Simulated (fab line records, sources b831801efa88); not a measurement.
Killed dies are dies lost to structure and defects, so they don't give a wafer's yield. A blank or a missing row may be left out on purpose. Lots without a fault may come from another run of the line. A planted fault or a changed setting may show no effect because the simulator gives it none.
A struck lot beside a sound one | flow sky130 | 15 steps out of a route of 708
Sound: wafers L774.2, L774.4, L774.5. Struck: wafer L795.2. (L795.1, L795.4 of the same lot were not struck and are left out.) The cause comes at the end.
At each step with rows: each side's tool, then ch and its chambers, then its first start. Under that, the readings that differ: sound wafers | struck wafers | difference of the means | sigmas: that difference in standard deviations of wafers without a fault.
alike: readings whose means differ by less than 2 such deviations, and words and numbers that are the same on both sides. not compared: withheld readings, readings that some wafer has no value for, bounds like >300 that may hide the same value, and numbers for which the record gives no deviation and whose values overlap.
The two part at a step that has a row with sigmas, a row that says differs or no value, or rows on one side only. Numbers that don't overlap but have no deviation are shown without sigmas and don't part them. A reading that every wafer of one side lacks parts them only if that side has two wafers or more.

first, 4 steps without rows for these wafers: SKY_VIA3_SOFTBAKE_08 (time 90 s); SKY_VIA3_EXPOSE_09 (exposes mask VIM3, target cd 200 nm); SKY_VIA3_PEB_10; SKY_VIA3_DEVELOP_11 (develop time 60 s).
SKY_VIA3_CD_MEAS_12: target cd 200 nm.
  sound on cd_sem-01, day 39 22:17; struck on cd_sem-02, day 45 12:06
  alike: cd_nm
SKY_VIA3_OVL_MEAS_13:
  sound on overlay-02, day 39 22:24; struck on overlay-01, day 45 12:13
  alike: VIA3_OVL
SKY_VIA3_ETCH_14: etches BARC in N2/H2, stops on SiO2, time 45.9 s, target depth 60 nm.
  sound on rie_diel-04 ch 2,3, day 39 22:26; struck on rie_diel-02 ch 2, day 45 12:16
  alike: drypump_motor_current_A, h2_flow_sccm, oes_product_au, throttle_valve_pct
  not compared: rf_hours_counter_h
SKY_VIA3_ETCH_15: etches SiO2 in C4F8/O2/Ar, stops on TiN, target depth 507 nm, time 78 s.
  sound on rie_diel-04 ch 2,3, day 39 22:28; struck on rie_diel-02 ch 2, day 45 12:18
  alike: oes_product_au
  not compared: rf_hours_counter_h
SKY_VIA3_STRIP_16: strips in O2/N2.
  sound on plasma_asher-01 ch 0,1, day 39 22:32; struck on plasma_asher-04 ch 0, day 45 12:22
  reading                      | sound             | struck | difference | sigmas
  strip_time_to_endpoint_s (s) | 4.152 4.133 4.150 | 4.194  | +0.049     | +2
  alike: drypump_motor_current_A, oes_product_au
  not compared: rf_hours_counter_h
then, 3 steps without rows for these wafers: SKY_VIA3_STRIP_17 (strips in post etch residue remover, time 1200 s); SKY_VIA3_CLEAN_18 (cleans in IPA, time 180 s); SKY_VIA3_CLEAN_19 (cleans in O3/DIW).
SKY_VIA3_SPUTTER_20: material TiN, target thk 20 nm, time 80 s.
  sound on pvd_sputter-04, day 39 23:08; struck on pvd_sputter-04, day 45 12:58
  reading                                  | sound             | struck | difference | sigmas
  chamber_pressure_pa (Pa)                 | 4.991 4.989 5.011 | 4.482  | -0.515     | -52
  throttle_valve_pct (%)                   | 30.4 29.2 28.5    | 32.4   | +3.0       | +3
  model.TiN_of_VIA3_SPUTTER_20.thk_nm (nm) | 20.17 20.06 20.35 | 21.93  | +1.74      |
SKY_VIA3_CVD_21: deposits W, target thk 390 nm, time 117.31 s.
  sound on cvd_w-02 ch 0, day 39 23:11; struck on cvd_w-02 ch 0, day 45 13:01
  alike: heater_power_w
-- the record jumps here: 5 days lie between the struck wafers' starts before and after (it left off in module VIA3 and takes up again in module PAD_OPEN, whose first step shown is number 708 of the route) --
SKY_PAD_OPEN_PROBE_99:
  sound on prober-02, day 46 01:23; struck on prober-02, day 50 11:49
  reading             | sound    | struck | difference | sigmas
  killed_at_M4_up     | 2 3 0    | 6      | +4         | +2
  killed_at_front_end | 16 20 23 | 11     | -9         | -2
  alike: defect_limited_yield, killed_at_M0_to_M3, killed_at_contacts, killed_at_other, killed_dies, killed_on_rim, killed_open, killed_short, sort_bin_3_pad_short, sort_bin_5_function, sort_bin_6_memory, sort_n_pass, sort_yield_pct

WHERE THEY PART
First at SKY_VIA3_STRIP_16; last, within this record, at SKY_PAD_OPEN_PROBE_99.

WHY: what the simulator had put in
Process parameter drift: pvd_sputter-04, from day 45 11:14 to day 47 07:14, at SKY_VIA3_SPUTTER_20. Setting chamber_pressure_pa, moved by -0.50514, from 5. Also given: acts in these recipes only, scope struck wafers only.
